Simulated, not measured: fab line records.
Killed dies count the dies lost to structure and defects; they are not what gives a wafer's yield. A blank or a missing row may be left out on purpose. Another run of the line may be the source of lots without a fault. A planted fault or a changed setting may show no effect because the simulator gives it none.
Which tool did it? | flow sky130 | Sampling: 12 lots, 36 wafers, 6 of 708 route steps

## WHAT THE GAUGES READ, wafer by wafer
SKY_LDD_LDN_OVL_MEAS_07. Usual: LDD_LDN_OVL typically reads 0.1 nm, with standard deviation 1.3.
lot  | measured     | on         | LDD_LDN_OVL (nm) | flag
L822 | day 24 10:51 | overlay-02 | - - -            | OFF
L825 | day 25 07:37 | overlay-01 | 1.0 2.7 0.9      | 
L827 | day 25 20:47 | overlay-01 | 1.9 0.9 2.5      | 
L830 | day 27 05:35 | overlay-02 | -2.2 -0.9 -1.4   | 
L832 | day 27 10:53 | overlay-02 | 0.3 -0.2 1.9     | 
L833 | day 28 07:49 | overlay-01 | 0.5 0.2 1.5      | 
L835 | day 28 23:34 | overlay-02 | 1.2 0.4 1.0      | 
L836 | day 29 01:26 | overlay-02 | -0.4 -0.2 0.7    | 
L838 | day 29 16:28 | overlay-01 | 0.3 1.9 0.5      | 
L839 | day 30 01:56 | overlay-01 | 0.5 0.4 -0.4     | 
L841 | day 30 17:32 | overlay-02 | -2.0 -3.6 -3.1   | 
L842 | day 30 19:23 | overlay-02 | -0.7 -2.0 0.7    | 

SKY_LDD_LDN_TW_MEAS_13. Usual: LDD_LDN_TW typically reads 1478, with standard deviation 17.
lot  | measured     | on           | LDD_LDN_TW     | flag
L822 | day 24 11:36 | filmMetro-01 | 30 30 30       | OFF
L825 | day 25 08:21 | filmMetro-01 | 1459 1462 1459 | 
L827 | day 25 21:31 | filmMetro-03 | 1492 1494 1499 | 
L830 | day 27 06:20 | filmMetro-01 | 1462 1464 1455 | 
L832 | day 27 11:37 | filmMetro-01 | 1463 1463 1460 | 
L833 | day 28 08:33 | filmMetro-03 | 1483 1491 1500 | 
L835 | day 29 00:18 | filmMetro-03 | 1492 1499 1502 | 
L836 | day 29 02:11 | filmMetro-01 | 1449 1446 1462 | 
L838 | day 29 18:06 | filmMetro-03 | 1497 1488 1497 | 
L839 | day 30 02:40 | filmMetro-03 | 1493 1491 1493 | 
L841 | day 30 18:16 | filmMetro-02 | 1480 1466 1480 | 
L842 | day 30 20:07 | filmMetro-03 | 1497 1482 1491 | 

SKY_RES_XHIGH_TW_MEAS_09. Usual: RES_XHIGH_TW typically reads 1654, with standard deviation 20.
lot  | measured     | on           | RES_XHIGH_TW   | flag
L822 | day 28 05:37 | filmMetro-02 | 1632 1623 1625 | 
L825 | day 29 00:29 | filmMetro-04 | 1675 1673 1679 | 
L827 | day 29 14:17 | filmMetro-03 | 1651 1649 1657 | 
L830 | day 30 22:32 | filmMetro-02 | 1637 1634 1640 | 
L832 | day 31 02:20 | filmMetro-04 | 1670 1681 1679 | 
L833 | day 31 22:38 | filmMetro-04 | 1683 1671 1668 | 
L835 | day 32 14:38 | filmMetro-03 | 1639 1642 1639 | 
L836 | day 32 15:15 | filmMetro-03 | 1629 1628 1639 | 
L838 | day 33 06:53 | filmMetro-04 | 1676 1676 1679 | 
L839 | day 33 14:29 | filmMetro-04 | 1676 1672 1671 | 
L841 | day 34 05:44 | filmMetro-04 | 1669 1662 1679 | 
L842 | day 34 08:45 | filmMetro-02 | 1639 1644 1641 | 

SKY_LI_CONTACT_CD_MEAS_12: target cd 170 nm. Usual: cdNm at 170.5 nm, with a standard deviation of 1.6.
lot  | measured     | on       | cdNm (nm)         | flag
L822 | day 30 15:20 | cdSem-02 | 168.9 170.9 170.2 | 
L825 | day 31 10:20 | cdSem-02 | 169.8 168.2 168.6 | 
L827 | day 31 23:38 | cdSem-01 | 172.9 172.3 171.5 | 
L830 | day 33 07:41 | cdSem-01 | 173.4 172.8 171.9 | 
L832 | day 33 09:54 | cdSem-02 | 167.8 169.2 166.7 | 
L833 | day 34 05:47 | cdSem-02 | 171.6 169.3 169.3 | 
L835 | day 34 21:31 | cdSem-01 | 170.7 170.0 171.3 | 
L836 | day 34 22:22 | cdSem-02 | 171.1 170.2 170.9 | 
L838 | day 35 12:40 | cdSem-02 | 168.0 169.9 168.0 | 
L839 | day 35 20:13 | cdSem-02 | 172.6 173.5 172.3 | 
L841 | day 36 11:15 | cdSem-01 | 170.4 170.2 170.4 | 
L842 | day 36 14:49 | cdSem-01 | 171.9 172.4 172.7 | 

## WHICH TOOL RAN EACH LOT (tool, then ch and the chambers of the sampled wafers, then the start)
lot  | SKY_NWELL_RTA_28                | SKY_LDD_LDN_EXPOSE_04
L822 | rtpAnneal-02 ch 0, day 6 07:43  | ilineStepper-02 ch 0, day 23 19:37
L825 | rtpAnneal-02 ch 0, day 6 23:44  | ilineStepper-02 ch 0, day 24 17:13
L827 | rtpAnneal-01 ch 0, day 7 05:59  | ilineStepper-01 ch 0, day 25 06:12
L830 | rtpAnneal-01 ch 0, day 8 02:50  | ilineStepper-02 ch 0, day 26 15:53
L832 | rtpAnneal-01 ch 0, day 8 09:38  | ilineStepper-01 ch 0, day 26 21:26
L833 | rtpAnneal-02 ch 0, day 9 00:52  | ilineStepper-01 ch 0, day 27 17:29
L835 | rtpAnneal-02 ch 0, day 9 13:31  | ilineStepper-02 ch 0, day 28 09:42
L836 | rtpAnneal-01 ch 0, day 9 21:09  | ilineStepper-02 ch 0, day 28 11:46
L838 | rtpAnneal-01 ch 0, day 10 05:19 | ilineStepper-02 ch 0, day 29 02:32
L839 | rtpAnneal-01 ch 0, day 10 12:05 | ilineStepper-01 ch 0, day 29 12:27
L841 | rtpAnneal-02 ch 0, day 10 21:50 | ilineStepper-02 ch 0, day 30 03:26
L842 | rtpAnneal-01 ch 0, day 11 02:10 | ilineStepper-01 ch 0, day 30 05:50
- SKY_NWELL_RTA_28: time 30 s.
- SKY_LDD_LDN_EXPOSE_04: exposes mask LDNTM, target cd 700 nm.

## WHAT THE TOOLS THEMSELVES READ (means of the sampled wafers that have a number; where no wafer has one, the mark that the record gives instead)
SKY_NWELL_RTA_28. Usual: lampPowerPct 25.31 %, standard deviation 0.052; rampUpCPerS 150.01, standard deviation 0.028; wafer_temp_C_max 1054.7, standard deviation 0.84.
lot  | tool         | lampPowerPct (%) | rampUpCPerS | wafer_temp_C_max | flag
L822 | rtpAnneal-02 | 25.28            | 149.99      | 1054.1           | 
L825 | rtpAnneal-02 | 25.27            | 150.03      | 1054.3           | 
L827 | rtpAnneal-01 | 25.33            | 150.03      | 1055.1           | 
L830 | rtpAnneal-01 | 25.30            | 150.03      | 1054.7           | 
L832 | rtpAnneal-01 | 25.31            | 150.01      | 1054.3           | 
L833 | rtpAnneal-02 | 25.34            | 149.98      | 1054.7           | 
L835 | rtpAnneal-02 | 25.29            | 150.01      | 1055.2           | 
L836 | rtpAnneal-01 | 25.23            | 150.00      | 1054.7           | 
L838 | rtpAnneal-01 | 25.32            | 150.01      | 1055.3           | 
L839 | rtpAnneal-01 | 25.37            | 150.03      | 1054.6           | 
L841 | rtpAnneal-02 | 25.37            | 150.01      | 1054.7           | 
L842 | rtpAnneal-01 | 25.28            | 150.00      | 1054.5           | 

## THE ANSWER, worked out from the rows above alone
Rule: lot off if the mean of its wafers having a number is beyond 3 standard deviations from the usual mean. A lot without any number at a reading at which 4 lots or more have one is off too. All remaining lots with rows at the step are treated as sound. Order of review: gauges by route order, followed by the tools' own readings, for which a lot's mean as printed above is used. The first step at which some lot is off is used, and at that step the reading that is off furthest; a lot without a number counts as furthest.
Off: at SKY_LDD_LDN_OVL_MEAS_07 (LDD_LDN_OVL), L822. Without a number there: L822.
If a tool, at a process step before that reading, ran all the lots that are off and no sound lot after the first of them, it fits. Not tried: the gauges at SKY_LDD_LDN_OVL_MEAS_07; whatever is off there is also off at SKY_LDD_LDN_TW_MEAS_13, on other tools, and gauge error can't account for it. Of those tried, none fits.

## WHAT THE SIMULATOR HAD PUT IN
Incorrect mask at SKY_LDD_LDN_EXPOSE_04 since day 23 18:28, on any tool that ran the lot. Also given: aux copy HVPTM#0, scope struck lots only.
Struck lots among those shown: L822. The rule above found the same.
